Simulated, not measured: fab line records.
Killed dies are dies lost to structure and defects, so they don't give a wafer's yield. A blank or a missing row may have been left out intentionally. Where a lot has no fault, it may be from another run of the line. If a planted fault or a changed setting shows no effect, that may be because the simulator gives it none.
Problem report in the 8D (eight disciplines) form, filled by code || flow gf180mcu || the parts of the form that need people (team, actions taken, sign-off) are left out

## 1. WHAT IS WRONG
Mean of strip_time_to_endpoint_s at GF_PASSIVATION_STRIP_12: 36.58 s across 2 wafers in 2 lots; on wafers with no fault it is 34.87 s (standard deviation 0.21). That is +8.1 standard deviations from the usual mean.
The step: strips in O2/N2.
First seen on wafer L283.2, day 33 09:08, on plasma_asher-01. Wafers with a number at this step in the record: 36, from 12 lots. Rule for "out", or "out of limits": more than 4 standard deviations from the usual mean. The other wafers with a number count as sound.

## 2. WHAT IT IS; WHAT IT IS NOT
{"question": "which readings at this step", "is": "strip_time_to_endpoint_s", "is not": "drypump_motor_current_A, heater_power_w, oes_product_au"}
{"question": "which lots", "is": "L283, L286", "is not": "L268, L271, L272, L274, L275, L276, L277, L280, L282, L290"}
{"question": "which wafers of those lots", "is": "L283.2, L286.1", "is not": "L283.4, L283.5, L286.4, L286.5"}
{"question": "read on which tools", "is": "plasma_asher-01, plasma_asher-03", "is not": "plasma_asher-04"}
{"question": "when", "is": "from day 33 09:08", "is not": "up to then (29 sound wafers); but 5 sound wafers of L286, L290 came after"}

## 3. THE SUSPECTS, EACH WITH WHAT RULES IT OUT
Counting: if a tool at a process step up to the reading ran every lot that is out, it stays a suspect. Sound lots after the first of them don't rule it out here, since some wafers of a struck lot are sound.
- litho_track-01 at GF_PASSIVATION_COAT_06 (resist thk 4000 nm): kept. Ran every lot that is out, first one L283 (day 33 00:55); last sound lot up to then L276 (day 31 06:09).
Remaining after the count: litho_track-01 at GF_PASSIVATION_COAT_06.

## 4. THE CAUSE (what the simulator had put in)
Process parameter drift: litho_track-01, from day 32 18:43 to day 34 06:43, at GF_PASSIVATION_COAT_06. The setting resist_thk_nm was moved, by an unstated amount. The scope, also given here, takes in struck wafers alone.
The count eliminated every tool but this one.

## 5. THE EFFECT CHAIN, in route order
Each row: a reading where the mean over the struck wafers with a number is more than 3 standard deviations away from the usual. Scope: only readings with a usual standard deviation given in the record; hours: median across lots of the time from each lot's start at the first step in this table that gives one to its start at this step; sigmas: change in usual standard deviations.
{"hours": 0, "step": "GF_PASSIVATION_STRIP_12", "reading": "strip_time_to_endpoint_s", "usual": "34.87 s", "on struck wafers": 36.58, "change": "+1.71", "sigmas": "+8.1"}
It contains these process steps:
- GF_PASSIVATION_STRIP_12: strips in O2/N2.
At these later measuring or inspecting steps, every struck wafer for which the step has a row has a number for every such reading, and none has moved that far: GF_PASSIVATION_BOW_MEAS_14.

## 6. HOW IT WOULD HAVE BEEN CAUGHT EARLIER
In this record the first reading out of limits was taken at day 33 09:08, 14 hours after the fault began at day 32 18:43.
Tool readings at GF_PASSIVATION_COAT_06 with a usual standard deviation given in the record: none out on any struck wafer, hence no alarm at a limit of 4 standard deviations on them.
Of the lots that are out (2), L286 began GF_PASSIVATION_COAT_06 on litho_track-01 after day 33 09:08. A tool hold placed at that time would have kept it from harm.
